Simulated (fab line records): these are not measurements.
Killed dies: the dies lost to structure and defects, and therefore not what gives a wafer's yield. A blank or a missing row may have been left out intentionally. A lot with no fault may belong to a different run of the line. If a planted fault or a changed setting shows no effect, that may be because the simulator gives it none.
One fault through the eyes of 2 desks    flow sfq line    what lay behind the numbers comes last; until then each desk has only its own

## THE METROLOGY DESK
What the gauges read for every lot (on any tool): the sampled wafers with a number, averaged. Any lot whose mean is over 4 standard deviations away from the usual mean is out of limits and marked OUT; that distance is given in the brackets.
Columns: A = M4_NB_RS at SFQ_M4_RS_MEAS_924, usual 0.895 ohm/sq
lot   first seen here  A
L323  day 46 21:16     0.894
L326  day 47 23:35     0.914
L327  day 49 13:25     0.895
L328  day 49 14:34     0.894
L330  day 50 18:48     0.902
L332  day 51 01:20     0.886
L334  day 51 17:16     0.898
L337  day 52 16:01     0.821 (-8.4) OUT
L339  day 53 17:49     0.886
L343  day 57 14:37     0.894
L344  day 62 21:59     0.899
L345  day 62 23:12     0.886
L346  day 63 02:48     0.890
Finding of this desk: L337 out of limits, first seen on L337 at day 52 16:01 (M4_NB_RS at SFQ_M4_RS_MEAS_924). L323, L326, L327, L328, L330, L332, L334, L339, L343, L344, L345, L346 stayed within limits.

## FOR THE TOOL OWNER'S DESK: pvd sputter-04
The tool's own readings at SFQ_TRILAYER_M4_DEP_SPUTTER_091 (material Nb, target thk 200 nm, time 133.3 s): means of the sampled wafers that have a number, for each lot that ran on this tool. Any lot whose mean is over 4 standard deviations away from the usual mean is out of limits and marked OUT; that distance is given in the brackets.
Columns: A = throttle valve pct at SFQ_TRILAYER_M4_DEP_SPUTTER_091, usual 30.1 %
lot   first seen here  A
L328  day 49 14:28     30.7
L330  day 50 18:43     30.5
L332  day 51 01:13     30.5
L334  day 51 17:08     30.0
L337  day 52 15:55     31.6
L344  day 62 21:53     30.0
L346  day 63 02:41     30.8
Result from this desk: across the 7 lots, nothing is out of limits.

## TAKEN TOGETHER
An alarm was possible from the metrology desk at day 52 16:01, on L337.
The tool owner's desk saw nothing out of limits.
On record at the tool owner's desk: L337, within its limits.
SFQ_TRILAYER_M4_DEP_SPUTTER_091 was run on pvd sputter-04 by each of the lots named.

## WHAT WAS PUT IN BY THE SIMULATOR
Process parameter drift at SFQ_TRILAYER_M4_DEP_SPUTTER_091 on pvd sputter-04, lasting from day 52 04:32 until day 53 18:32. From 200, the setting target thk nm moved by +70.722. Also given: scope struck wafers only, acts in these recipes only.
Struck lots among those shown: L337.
Hours from the fault's start to each desk's first reading out of limits: the metrology desk, 11.
